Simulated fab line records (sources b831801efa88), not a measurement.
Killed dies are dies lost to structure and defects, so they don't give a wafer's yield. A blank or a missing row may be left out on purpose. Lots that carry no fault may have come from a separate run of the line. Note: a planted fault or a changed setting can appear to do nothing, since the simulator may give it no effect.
Comparing a struck lot with a sound one | flow sky130 | 16 out of 708 route steps
Sound: these wafers, L799.1, L799.4, L799.5. Wafers struck: L811.3, L811.5, L811.6. Last of all comes the cause.
Order at every step that has rows: each side's tool, ch and its chambers, its first start. Under that, the readings that differ: sound wafers | struck wafers | difference of the means | sigmas: that difference in standard deviations of wafers without a fault.
alike: readings with means less than 2 such deviations apart, plus words and numbers identical on both sides. not compared: withheld readings, readings lacking a value on some wafer, bounds such as >300 that could conceal the same value, and numbers that have no deviation in the record and whose values overlap.
The two part at a step that has a row with sigmas, a row that says differs or no value, or rows on one side only. Numbers that don't overlap but have no deviation are shown without sigmas and don't part them. A reading missing from all wafers of one side parts the sides only when that side holds two or more wafers.

SKY_POLY_GATE_THK_MEAS_04:
  sound on film metro-01, day 18 21:13; struck on film metro-02, day 22 19:37
  alike: POLY_GATE_CVD_03_THK
then, 8 steps without rows for these wafers: SKY_POLY_GATE_DEHYDRATE_05 (time 60 s); SKY_POLY_GATE_HMDS_06 (prime time 60 s); SKY_POLY_GATE_COAT_07 (resist thk 110 nm); SKY_POLY_GATE_COAT_08 (resist thk 450 nm); SKY_POLY_GATE_SOFTBAKE_09 (time 90 s); SKY_POLY_GATE_EXPOSE_10 (exposes mask P1M, target cd 150 nm); SKY_POLY_GATE_PEB_11; SKY_POLY_GATE_DEVELOP_12 (develop time 60 s).
SKY_POLY_GATE_CD_MEAS_13: target cd 150 nm.
  sound on cd sem-01, day 20 03:54; struck on cd sem-01, day 24 02:19
  alike: cd nm
SKY_POLY_GATE_OVL_MEAS_14:
  sound on overlay-02, day 20 04:01; struck on overlay-01, day 24 02:24
  alike: POLY_GATE_OVL
SKY_POLY_GATE_ETCH_15: etches BARC in N2/H2, stops on SiO2, time 118.5 s, target depth 110 nm.
  sound on rie diel-03 ch 0,2,3, day 20 04:03; struck on rie diel-03 ch 0,3, day 24 02:25
  alike: drypump motor current A, oes product au, rf fwd power W, throttle valve pct
  not compared: rf hours counter h
SKY_POLY_GATE_ETCH_16: etches Si3N4 in CH3F/O2, stops on poly-Si, time 147.5 s, target depth 75 nm.
  sound on rie diel-03 ch 0,2,3, day 20 04:08; struck on rie diel-03 ch 0,3, day 24 02:30
  reading                                          | sound             | struck            | difference | sigmas
  rf fwd power W (W)                               | 399.0 397.7 396.1 | 332.5 333.9 336.1 | -63.4      | -45
  model.KrF-thick_of_POLY_GATE_COAT_08.thk nm (nm) | 229.3 227.2 235.1 | 240.6 241.2 235.7 | +8.6       |
  alike: drypump motor current A, oes product au, throttle valve pct
  not compared: rf hours counter h
SKY_POLY_GATE_ETCH_17: etches poly-Si in HBr/Cl2, stops on SiO2, target depth 180 nm, time 70.5 s.
  sound on rie si-01 ch 0,3, day 20 04:14; struck on rie si-01 ch 2,3, day 24 02:36
  alike: drypump motor current A, mfc cl2 sccm, oes product au, rf fwd power W, throttle valve pct
  not compared: rf hours counter h, model.KrF-thick_of_POLY_GATE_COAT_08.thk nm
SKY_POLY_GATE_STRIP_18: strips in O2/N2.
  sound on plasma asher-03 ch 0,1, day 20 04:17; struck on plasma asher-02 ch 0,1, day 24 02:41
  reading                      | sound          | struck         | difference | sigmas
  strip time to endpoint s (s) | 3.13 3.06 3.21 | 3.24 3.25 3.17 | +0.09      | +2
  alike: drypump motor current A, oes product au
  not compared: rf hours counter h
after that, 1 step had no rows for these wafers: SKY_PAD_OPEN_PROBE_99.

## WHERE THEY PART
Earliest at SKY_POLY_GATE_ETCH_16; latest, in this record, at SKY_POLY_GATE_STRIP_18.

WHY: the cause the simulator had injected
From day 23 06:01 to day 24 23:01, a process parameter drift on rie diel-03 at SKY_POLY_GATE_ETCH_16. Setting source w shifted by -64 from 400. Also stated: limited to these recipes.
